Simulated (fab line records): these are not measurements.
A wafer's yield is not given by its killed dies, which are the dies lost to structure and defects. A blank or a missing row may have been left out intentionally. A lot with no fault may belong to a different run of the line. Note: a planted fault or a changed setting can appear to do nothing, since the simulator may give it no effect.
Struck lot and sound lot, side by side | flow sky130 | 21 out of 708 route steps
Sound: the wafers L450.1, L450.2, L450.6. Struck: wafers L459.4, L459.6. The cause is given at the end.
Each step with rows lists, per side, the tool, then ch with its chambers, then its first start. Under that, the readings that differ: sound wafers | struck wafers | difference of the means | sigmas: that difference in standard deviations of wafers without a fault.
alike: readings whose means differ by less than 2 such deviations, and words and numbers that are the same on both sides. not compared: withheld readings, readings that some wafer has no value for, bounds like >300 that may hide the same value, and numbers for which the record gives no deviation and whose values overlap.
The two part at a step that has a row with sigmas, a row that says differs or no value, or rows on one side only. Non-overlapping numbers with no deviation appear without sigmas and do not part them. A reading missing from all wafers of one side parts the sides only when that side holds two or more wafers.

first, 2 steps without rows for these wafers: SKY_PWDE_PEB_05; SKY_PWDE_DEVELOP_06 (develop time 60 s).
SKY_PWDE_OVL_MEAS_07:
  struck on overlay-02, day 6 18:42; sound on overlay-02, day 4 08:35
  alike: PWDE_OVL
following that, these wafers have no rows for 1 step: SKY_PWDE_IMPLANT_08.
SKY_PWDE_STRIP_09: strips in O2/N2.
  sound on plasma_asher-03 ch 0,1, day 4 08:47; struck on plasma_asher-04 ch 0, day 6 18:54
  reading               | sound             | struck      | difference | sigmas
  oes_product_au (a.u.) | 0.722 0.733 0.728 | 0.713 0.717 | -0.013     | -3
  alike: drypump_motor_current_A, strip_time_to_endpoint_s
  not compared: rf_hours_counter_h
SKY_PWDE_TW_MEAS_10:
  struck on film_metro-03, day 6 19:00; sound on film_metro-03, day 4 08:53
  alike: PWDE_TW
then, 6 steps without rows for these wafers: SKY_NWELL_DEHYDRATE_03 (time 60 s); SKY_NWELL_HMDS_04 (prime time 60 s); SKY_NWELL_COAT_05 (resist thk 3000 nm); SKY_NWELL_SOFTBAKE_06; SKY_NWELL_EXPOSE_07 (exposes mask NWM, target cd 840 nm); SKY_NWELL_PEB_08.
SKY_NWELL_DEVELOP_09: develop time 60 s.
  sound on litho_track-04 ch 0, day 4 23:00; struck on litho_track-04 ch 0, day 7 12:00
SKY_NWELL_OVL_MEAS_10:
  struck on overlay-01, day 7 13:05; sound on overlay-01, day 4 23:13
  reading           | sound       | struck | difference                    | sigmas
  NWELL_00_OVL (nm) | 1.3 2.2 2.0 | - -    | no value on the struck wafers |
then, 3 steps without rows for these wafers: SKY_NWELL_IMPLANT_11; SKY_NWELL_IMPLANT_12; SKY_NWELL_IMPLANT_13.
SKY_NWELL_STRIP_14: strips in O2/N2.
  sound on plasma_asher-04 ch 0,1, day 4 23:41; struck on plasma_asher-01 ch 0,1, day 7 13:35
  alike: drypump_motor_current_A, oes_product_au, strip_time_to_endpoint_s
  not compared: rf_hours_counter_h
SKY_NWELL_TW_MEAS_15:
  struck on film_metro-04, day 7 13:40; sound on film_metro-02, day 4 23:47
  reading  | sound          | struck | difference | sigmas
  NWELL_TW | 1805 1813 1806 | 31 31  | -1777      | -99 or more
then, 1 step without rows for these wafers: SKY_NWELL_DEHYDRATE_16 (time 60 s).
-- the record jumps here: 41 days lie between the struck wafers' starts before and after (it left off in module NWELL and takes up again in module PAD_OPEN, whose first step shown is number 708 of the route) --
SKY_PAD_OPEN_PROBE_99:
  struck on prober-02, day 48 18:43; sound on prober-01, day 46 10:40
  reading             | sound    | struck  | difference | sigmas
  killed_at_front_end | 15 17 17 | 423 421 | +406       | +88
  killed_at_other     | 0 0 0    | 2 0     | +1         | +2
  killed_dies         | 84 96 76 | 492 492 | +407       | +41
  killed_on_rim       | 14 18 18 | 96 96   | +79        | +22
  alike: killed_at_M0_to_M3, killed_at_M4_up, killed_at_contacts, killed_open, killed_short

## WHERE THEY PART
Earliest at SKY_PWDE_STRIP_09; latest, in this record, at SKY_PAD_OPEN_PROBE_99.

WHY: whatever the simulator had introduced
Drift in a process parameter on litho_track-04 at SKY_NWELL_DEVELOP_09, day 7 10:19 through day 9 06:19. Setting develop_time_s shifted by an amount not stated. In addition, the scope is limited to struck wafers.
